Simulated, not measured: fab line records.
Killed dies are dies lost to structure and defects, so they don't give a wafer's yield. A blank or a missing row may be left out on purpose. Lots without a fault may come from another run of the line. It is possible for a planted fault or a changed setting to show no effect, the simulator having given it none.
Split-lot study || flow sky130 || 23 wafers read from 5 lots, route of 708 steps

SPLIT DETAILS
At SKY_METAL1_ETCH_18 (etches BARC in N2/H2, stops on SiO2, time 45.9 s, target depth 60 nm), the setting time_s was moved away from the recipe's 45.9 s on 9 of the 23 wafers read, by -12.3% to -5.3%. This setting was run at the recipe's value on the other wafers.

The reading comes from the split's own step.

THE READING
oes_product_au, in a.u., at SKY_METAL1_ETCH_18 (etches BARC in N2/H2, stops on SiO2, time 45.9 s, target depth 60 nm). Fault-free wafers of this fab line usually give 0.855 a.u., standard deviation 0.0042 a.u.

{"wafer": "L074.1", "tool, chamber at the split": "rie_metal-02, 1", "time_s as run, s": 45.9, "against the recipe": "recipe", "oes_product_au, a.u.": 0.850, "against lot-mates on the recipe": "-"}
{"wafer": "L074.3", "tool, chamber at the split": "rie_metal-02, 1", "time_s as run, s": 45.9, "against the recipe": "recipe", "oes_product_au, a.u.": 0.853, "against lot-mates on the recipe": "-"}
{"wafer": "L074.4", "tool, chamber at the split": "rie_metal-02, 0", "time_s as run, s": 45.9, "against the recipe": "recipe", "oes_product_au, a.u.": 0.854, "against lot-mates on the recipe": "-"}
{"wafer": "L074.5", "tool, chamber at the split": "rie_metal-02, 0", "time_s as run, s": 45.9, "against the recipe": "recipe", "oes_product_au, a.u.": 0.847, "against lot-mates on the recipe": "-"}
{"wafer": "L074.6", "tool, chamber at the split": "rie_metal-02, 1", "time_s as run, s": 45.9, "against the recipe": "recipe", "oes_product_au, a.u.": 0.853, "against lot-mates on the recipe": "-"}
{"wafer": "L075.1", "tool, chamber at the split": "rie_metal-01, 1", "time_s as run, s": 42.61, "against the recipe": "-7.2%", "oes_product_au, a.u.": 0.889, "against lot-mates on the recipe": "+0.034"}
{"wafer": "L075.3", "tool, chamber at the split": "rie_metal-01, 0", "time_s as run, s": 45.9, "against the recipe": "recipe", "oes_product_au, a.u.": 0.852, "against lot-mates on the recipe": "-"}
{"wafer": "L075.4", "tool, chamber at the split": "rie_metal-01, 1", "time_s as run, s": 42.61, "against the recipe": "-7.2%", "oes_product_au, a.u.": 0.897, "against lot-mates on the recipe": "+0.042"}
{"wafer": "L075.5", "tool, chamber at the split": "rie_metal-01, 1", "time_s as run, s": 42.61, "against the recipe": "-7.2%", "oes_product_au, a.u.": 0.897, "against lot-mates on the recipe": "+0.042"}
{"wafer": "L075.6", "tool, chamber at the split": "rie_metal-01, 0", "time_s as run, s": 45.9, "against the recipe": "recipe", "oes_product_au, a.u.": 0.858, "against lot-mates on the recipe": "-"}
{"wafer": "L078.2", "tool, chamber at the split": "rie_metal-02, 0", "time_s as run, s": 45.9, "against the recipe": "recipe", "oes_product_au, a.u.": 0.853, "against lot-mates on the recipe": "-"}
{"wafer": "L078.3", "tool, chamber at the split": "rie_metal-02, 0", "time_s as run, s": 40.27, "against the recipe": "-12.3%", "oes_product_au, a.u.": 0.927, "against lot-mates on the recipe": "+0.075"}
{"wafer": "L078.4", "tool, chamber at the split": "rie_metal-02, 1", "time_s as run, s": 40.27, "against the recipe": "-12.3%", "oes_product_au, a.u.": 0.920, "against lot-mates on the recipe": "+0.068"}
{"wafer": "L078.5", "tool, chamber at the split": "rie_metal-02, 1", "time_s as run, s": 40.27, "against the recipe": "-12.3%", "oes_product_au, a.u.": 0.917, "against lot-mates on the recipe": "+0.065"}
{"wafer": "L078.6", "tool, chamber at the split": "rie_metal-02, 0", "time_s as run, s": 45.9, "against the recipe": "recipe", "oes_product_au, a.u.": 0.852, "against lot-mates on the recipe": "-"}
{"wafer": "L079.1", "tool, chamber at the split": "rie_metal-03, 0", "time_s as run, s": 45.9, "against the recipe": "recipe", "oes_product_au, a.u.": 0.854, "against lot-mates on the recipe": "-"}
{"wafer": "L079.2", "tool, chamber at the split": "rie_metal-03, 0", "time_s as run, s": 45.9, "against the recipe": "recipe", "oes_product_au, a.u.": 0.856, "against lot-mates on the recipe": "-"}
{"wafer": "L079.3", "tool, chamber at the split": "rie_metal-03, 0", "time_s as run, s": 45.9, "against the recipe": "recipe", "oes_product_au, a.u.": 0.852, "against lot-mates on the recipe": "-"}
{"wafer": "L081.2", "tool, chamber at the split": "rie_metal-01, 1", "time_s as run, s": 45.9, "against the recipe": "recipe", "oes_product_au, a.u.": 0.861, "against lot-mates on the recipe": "-"}
{"wafer": "L081.3", "tool, chamber at the split": "rie_metal-01, 1", "time_s as run, s": 45.9, "against the recipe": "recipe", "oes_product_au, a.u.": 0.851, "against lot-mates on the recipe": "-"}
{"wafer": "L081.4", "tool, chamber at the split": "rie_metal-01, 0", "time_s as run, s": 43.45, "against the recipe": "-5.3%", "oes_product_au, a.u.": 0.890, "against lot-mates on the recipe": "+0.034"}
{"wafer": "L081.5", "tool, chamber at the split": "rie_metal-01, 1", "time_s as run, s": 43.45, "against the recipe": "-5.3%", "oes_product_au, a.u.": 0.885, "against lot-mates on the recipe": "+0.029"}
{"wafer": "L081.6", "tool, chamber at the split": "rie_metal-01, 0", "time_s as run, s": 43.45, "against the recipe": "-5.3%", "oes_product_au, a.u.": 0.873, "against lot-mates on the recipe": "+0.017"}

FIT RESULTS
A straight line over all 23 wafers: oes_product_au changes by -0.00558 a.u. for each +1% of time_s; r = -0.99; the points scatter about the line by 0.0044 a.u.
The same after taking each lot's own level away (the mean of its wafers on the recipe; 23 wafers): -0.00554 a.u. for each +1%; r = -0.99; scatter 0.0043 a.u.
That fit puts the effect of the largest move of time_s on the reading at 0.068 a.u.
The lots' own levels span 0.8514 to 0.8560 a.u., that is 1.1 times the standard deviation above.
The two slopes agree, so the slope changes little with the lot-to-lot level.
Check: with one of the wafers moved furthest among these (-12.3%) left out of the fit, the line predicts +0.0657 a.u. for it against its lot-mates. Against them it came out at +0.0745 a.u.
Tool readings at the split's step, against how far the setting was moved: oes_product_au r = -0.99.

OTHER SPLITS APPLIED TO THESE WAFERS
Other splits were also applied to these wafers ahead of the reading. Each is held against what the fit with the lots' levels taken away leaves over:
{"other split on the same wafers": "SKY_SD_N_IMPLANT_09 energy_kev", "wafers away from the commonest value": 10, "r with oes_product_au (lot level and that fit taken away)": "+0.38"}
{"other split on the same wafers": "SKY_LI_CONTACT_HDPCVD_00 time_s", "wafers away from the commonest value": 6, "r with oes_product_au (lot level and that fit taken away)": -0.07}
{"other split on the same wafers": "SKY_LI_CONTACT_SPUTTER_19 time_s", "wafers away from the commonest value": 11, "r with oes_product_au (lot level and that fit taken away)": -0.20}
{"other split on the same wafers": "SKY_LI_CONTACT_SPUTTER_20 time_s", "wafers away from the commonest value": 5, "r with oes_product_au (lot level and that fit taken away)": -0.03}
{"other split on the same wafers": "SKY_LOCAL_INTERCONNECT_EXPOSE_08 dose_mj", "wafers away from the commonest value": 9, "r with oes_product_au (lot level and that fit taken away)": -0.24}
{"other split on the same wafers": "SKY_LOCAL_INTERCONNECT_METAL_ETCH_14 icp_w", "wafers away from the commonest value": 8, "r with oes_product_au (lot level and that fit taken away)": -0.19}
{"other split on the same wafers": "SKY_METAL1_SPUTTER_00 power_w", "wafers away from the commonest value": 12, "r with oes_product_au (lot level and that fit taken away)": -0.24}

THE WHOLE CHAIN: every reading that the file lists as answering this split, in the file's order
{"step": "SKY_METAL1_ETCH_18", "what it does": "etches BARC in N2/H2, stops on SiO2, time 45.9 s, target depth 60 nm", "reading": "oes_product_au", "change (the file's fit)": "-0.00554 a.u. for each +1% of the setting", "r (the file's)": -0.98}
{"step": "SKY_METAL1_ETCH_18", "what it does": "etches BARC in N2/H2, stops on SiO2, time 45.9 s, target depth 60 nm", "reading": "KrF-thick_of_METAL1_COAT_10.thk_nm (the simulator's own value, which no gauge read)", "change (the file's fit)": "-0.405 nm for each +1% of the setting", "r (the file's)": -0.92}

FILE'S OWN FIT
oes_product_au changes by -0.00554 a.u. for each +1% of time_s, r = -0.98.
